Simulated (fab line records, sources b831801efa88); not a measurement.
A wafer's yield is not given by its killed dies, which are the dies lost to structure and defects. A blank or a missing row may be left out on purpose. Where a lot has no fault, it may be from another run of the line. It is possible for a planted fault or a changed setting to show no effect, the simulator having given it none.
Split-lot trial	flow gf180mcu	route with 602 steps; 5 lots, 23 wafers read

THE SPLIT
At GF_MIM_SPUTTER_02 (material AlCu, target thk 450 nm, time 23.9 s), the setting chamber_pressure_pa was moved away from the recipe's 0.4 Pa on 10 of the 23 wafers read, by +9.1% to +14.1%. For the rest of the wafers, this setting stayed at what the recipe calls for.

The reading is taken at the split's own step.

THE READING
AlCu_of_MIM_SPUTTER_02.thk_nm (the simulator's own value, which no gauge read), in nm, at GF_MIM_SPUTTER_02 (material AlCu, target thk 450 nm, time 23.9 s). The file gives no usual value for it. Average 454.7 nm, standard deviation 3.7 nm, over the 13 wafers here run with the recipe.

wafer	tool, chamber at the split	chamber_pressure_pa as run, Pa	against the recipe	AlCu_of_MIM_SPUTTER_02.thk_nm, nm	against lot-mates on the recipe
L074.2	pvd_sputter-01, -	0.4	recipe	455.1	-
L074.4	pvd_sputter-01, -	0.4	recipe	453.8	-
L074.6	pvd_sputter-01, -	0.4	recipe	455.4	-
L076.1	pvd_sputter-01, -	0.4366	+9.1%	448.1	no lot-mate on the recipe
L076.2	pvd_sputter-01, -	0.4366	+9.1%	444.9	no lot-mate on the recipe
L076.3	pvd_sputter-01, -	0.4366	+9.1%	448.6	no lot-mate on the recipe
L076.5	pvd_sputter-01, -	0.4366	+9.1%	447.9	no lot-mate on the recipe
L076.6	pvd_sputter-01, -	0.4366	+9.1%	445.5	no lot-mate on the recipe
L077.1	pvd_sputter-04, -	0.4	recipe	458	-
L077.3	pvd_sputter-04, -	0.4	recipe	460.6	-
L077.4	pvd_sputter-04, -	0.4	recipe	457	-
L077.5	pvd_sputter-04, -	0.4	recipe	458.9	-
L077.6	pvd_sputter-04, -	0.4	recipe	457.5	-
L081.2	pvd_sputter-01, -	0.4565	+14.1%	439.5	no lot-mate on the recipe
L081.3	pvd_sputter-01, -	0.4565	+14.1%	434.7	no lot-mate on the recipe
L081.4	pvd_sputter-01, -	0.4565	+14.1%	441.1	no lot-mate on the recipe
L081.5	pvd_sputter-01, -	0.4565	+14.1%	437.3	no lot-mate on the recipe
L081.6	pvd_sputter-01, -	0.4565	+14.1%	443.8	no lot-mate on the recipe
L084.1	pvd_sputter-02, -	0.4	recipe	448.9	-
L084.2	pvd_sputter-02, -	0.4	recipe	451.5	-
L084.3	pvd_sputter-02, -	0.4	recipe	452.1	-
L084.4	pvd_sputter-02, -	0.4	recipe	447.6	-
L084.5	pvd_sputter-02, -	0.4	recipe	454.4	-

THE FIT
A straight line over all 23 wafers: AlCu_of_MIM_SPUTTER_02.thk_nm changes by -1.03 nm for each +1% of chamber_pressure_pa; r = -0.88; the points scatter about the line by 3.5 nm.
Too few moved wafers with a lot-mate on the recipe to fit a line net of each lot's own level.

THE FILE'S OWN FIT
AlCu_of_MIM_SPUTTER_02.thk_nm changes by -1.03 nm for each +1% of chamber_pressure_pa, r = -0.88.
